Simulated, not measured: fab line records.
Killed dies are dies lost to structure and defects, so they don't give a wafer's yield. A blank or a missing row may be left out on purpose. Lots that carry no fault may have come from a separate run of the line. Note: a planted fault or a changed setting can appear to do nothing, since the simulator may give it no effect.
Which of the tools did it? :: flow sky130 :: 11 lots, 33 wafers sampled, at 3 steps of a route of 708

## WHAT THE GAUGES READ, wafer by wafer
SKY_SD_N_RS_MEAS_16: uses a four-point probe to measure.
lot: L511
measured: day 29 00:25
on: filmMetro-02
SD_N_RS (ohm/sq): 68.58 68.59 68.69

lot: L512
measured: day 29 14:22
on: filmMetro-03
SD_N_RS (ohm/sq): 68.40 68.55 68.36

lot: L513
measured: day 29 15:48
on: filmMetro-02
SD_N_RS (ohm/sq): 68.60 68.48 68.69

lot: L514
measured: day 29 21:46
on: filmMetro-02
SD_N_RS (ohm/sq): 68.75 68.68 68.73

lot: L519
measured: day 31 09:55
on: filmMetro-02
SD_N_RS (ohm/sq): 68.63 68.38 68.65

lot: L521
measured: day 31 20:46
on: filmMetro-02
SD_N_RS (ohm/sq): 68.52 68.57 68.51

lot: L522
measured: day 31 22:57
on: filmMetro-03
SD_N_RS (ohm/sq): 68.72 68.69 68.54

lot: L526
measured: day 33 16:42
on: filmMetro-02
SD_N_RS (ohm/sq): 68.61 68.53 68.71

lot: L528
measured: day 33 21:25
on: filmMetro-02
SD_N_RS (ohm/sq): 67.61 67.61 67.57

lot: L529
measured: day 34 09:14
on: filmMetro-03
SD_N_RS (ohm/sq): 67.46 67.44 67.56

lot: L530
measured: day 34 12:44
on: filmMetro-02
SD_N_RS (ohm/sq): 67.72 67.63 67.75

## WHAT TOOL EACH LOT RAN ON (gives the tool, then ch and the chambers of the sampled wafers, and finally the start)
lot: L511
SKY_SD_N_IMPLANT_09: implanter-02 ch 0, day 28 23:44
SKY_SD_N_STRIP_11: plasmaAsher-04 ch 0,1, day 29 00:01

lot: L512
SKY_SD_N_IMPLANT_09: implanter-03 ch 0, day 29 13:41
SKY_SD_N_STRIP_11: plasmaAsher-04 ch 0,1, day 29 13:57

lot: L513
SKY_SD_N_IMPLANT_09: implanter-02 ch 0, day 29 15:07
SKY_SD_N_STRIP_11: plasmaAsher-03 ch 0,1, day 29 15:25

lot: L514
SKY_SD_N_IMPLANT_09: implanter-03 ch 0, day 29 21:05
SKY_SD_N_STRIP_11: plasmaAsher-01 ch 0,1, day 29 21:22

lot: L519
SKY_SD_N_IMPLANT_09: implanter-03 ch 0, day 31 09:14
SKY_SD_N_STRIP_11: plasmaAsher-03 ch 0,1, day 31 09:31

lot: L521
SKY_SD_N_IMPLANT_09: implanter-02 ch 0, day 31 20:05
SKY_SD_N_STRIP_11: plasmaAsher-04 ch 0,1, day 31 20:23

lot: L522
SKY_SD_N_IMPLANT_09: implanter-03 ch 0, day 31 22:16
SKY_SD_N_STRIP_11: plasmaAsher-03 ch 0,1, day 31 22:34

lot: L526
SKY_SD_N_IMPLANT_09: implanter-02 ch 0, day 33 16:01
SKY_SD_N_STRIP_11: plasmaAsher-04 ch 0,1, day 33 16:19

lot: L528
SKY_SD_N_IMPLANT_09: implanter-03 ch 0, day 33 20:43
SKY_SD_N_STRIP_11: plasmaAsher-04 ch 0,1, day 33 21:01

lot: L529
SKY_SD_N_IMPLANT_09: implanter-03 ch 0, day 34 08:34
SKY_SD_N_STRIP_11: plasmaAsher-04 ch 0,1, day 34 08:50

lot: L530
SKY_SD_N_IMPLANT_09: implanter-03 ch 0, day 34 12:04
SKY_SD_N_STRIP_11: plasmaAsher-01 ch 0,1, day 34 12:20
- SKY_SD_N_IMPLANT_09
- SKY_SD_N_STRIP_11: strips in O2/N2.

## AS READ BY THE TOOLS THEMSELVES (means over the sampled wafers that have a number; for cases with no such wafer, the mark the record gives instead)
SKY_SD_N_IMPLANT_09.
lot: L511
tool: implanter-02
endStationPressureTorr (Torr): 1.26e-05

lot: L512
tool: implanter-03
endStationPressureTorr (Torr): 1.54e-05

lot: L513
tool: implanter-02
endStationPressureTorr (Torr): 1.28e-05

lot: L514
tool: implanter-03
endStationPressureTorr (Torr): 1.49e-05

lot: L519
tool: implanter-03
endStationPressureTorr (Torr): 1.54e-05

lot: L521
tool: implanter-02
endStationPressureTorr (Torr): 1.34e-05

lot: L522
tool: implanter-03
endStationPressureTorr (Torr): 1.46e-05

lot: L526
tool: implanter-02
endStationPressureTorr (Torr): 1.27e-05

lot: L528
tool: implanter-03
endStationPressureTorr (Torr): 5.30e-05

lot: L529
tool: implanter-03
endStationPressureTorr (Torr): 5.15e-05

lot: L530
tool: implanter-03
endStationPressureTorr (Torr): 5.32e-05

SKY_SD_N_STRIP_11.
lot: L511
tool: plasmaAsher-04
drypumpMotorCurrentA (A): 5.8
oesProductAu (a.u.): 0.526
stripTimeToEndpointS (s): 22.55

lot: L512
tool: plasmaAsher-04
drypumpMotorCurrentA (A): 5.9
oesProductAu (a.u.): 0.523
stripTimeToEndpointS (s): 22.55

lot: L513
tool: plasmaAsher-03
drypumpMotorCurrentA (A): 5.4
oesProductAu (a.u.): 0.529
stripTimeToEndpointS (s): 22.56

lot: L514
tool: plasmaAsher-01
drypumpMotorCurrentA (A): 6.1
oesProductAu (a.u.): 0.529
stripTimeToEndpointS (s): 22.57

lot: L519
tool: plasmaAsher-03
drypumpMotorCurrentA (A): 5.8
oesProductAu (a.u.): 0.527
stripTimeToEndpointS (s): 22.54

lot: L521
tool: plasmaAsher-04
drypumpMotorCurrentA (A): 5.8
oesProductAu (a.u.): 0.527
stripTimeToEndpointS (s): 22.59

lot: L522
tool: plasmaAsher-03
drypumpMotorCurrentA (A): 5.8
oesProductAu (a.u.): 0.529
stripTimeToEndpointS (s): 22.54

lot: L526
tool: plasmaAsher-04
drypumpMotorCurrentA (A): 5.8
oesProductAu (a.u.): 0.530
stripTimeToEndpointS (s): 22.54

lot: L528
tool: plasmaAsher-04
drypumpMotorCurrentA (A): 5.8
oesProductAu (a.u.): 0.521
stripTimeToEndpointS (s): 23.10

lot: L529
tool: plasmaAsher-04
drypumpMotorCurrentA (A): 5.9
oesProductAu (a.u.): 0.522
stripTimeToEndpointS (s): 23.08

lot: L530
tool: plasmaAsher-01
drypumpMotorCurrentA (A): 6.2
oesProductAu (a.u.): 0.523
stripTimeToEndpointS (s): 23.08

## THE ANSWER, worked out from the rows above alone
Rule: what is usual is taken from the lots themselves. Put in order of their means at a reading, lots are off if they are a third of the lots or fewer, leave a main group of 4 or more, and stand apart from it by a gap of 3 or more times the standard deviation of the main group's means; of several such gaps the widest counts. The tables above print the reading to a certain number of digits; a main group whose means all agree to those digits is not used. A lot without any number at a reading at which 4 lots or more have one is off too. Any other lot the step has rows for is counted as sound. First the gauges in route order, then the tools' own readings, where a lot's mean is used as printed above. The first step at which some lot is off is used, and at that step the reading that is off furthest; a lot without a number counts as furthest.
Off: L528, L529, L530, at SKY_SD_N_RS_MEAS_16 (SD_N_RS). The main group has a mean of 68.59 ohm/sq with a standard deviation of 0.079.
A tool fits if, at a process step before that reading, it ran every lot that is off, and no sound lot after the first of them. Not tried: the gauges at SKY_SD_N_RS_MEAS_16; whatever is off there is also off at SKY_SD_N_IMPLANT_09, on other tools, and gauge error can't account for it. One fits: SKY_SD_N_IMPLANT_09 on implanter-03. Its last sound lot is L522 (day 31 22:16), its first lot that is off L528 (day 33 20:43): a fault that began between those two fits.
The tool's own readings at SKY_SD_N_IMPLANT_09 bear it out: on the lots that are off they differ by more than 5 times the standard deviation of the sound lots' means. endStationPressureTorr reads 5.26e-05 Torr there against 1.40e-05 Torr on the sound lots.

## WHAT THE SIMULATOR HAD PUT IN
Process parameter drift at SKY_SD_N_IMPLANT_09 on implanter-03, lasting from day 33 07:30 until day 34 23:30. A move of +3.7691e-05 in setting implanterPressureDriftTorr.
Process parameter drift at SKY_SD_N_IMPLANT_09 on implanter-03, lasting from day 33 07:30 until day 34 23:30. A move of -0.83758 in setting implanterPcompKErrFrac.
Struck lots among those shown: L528, L529, L530. The rule given above showed the same thing.
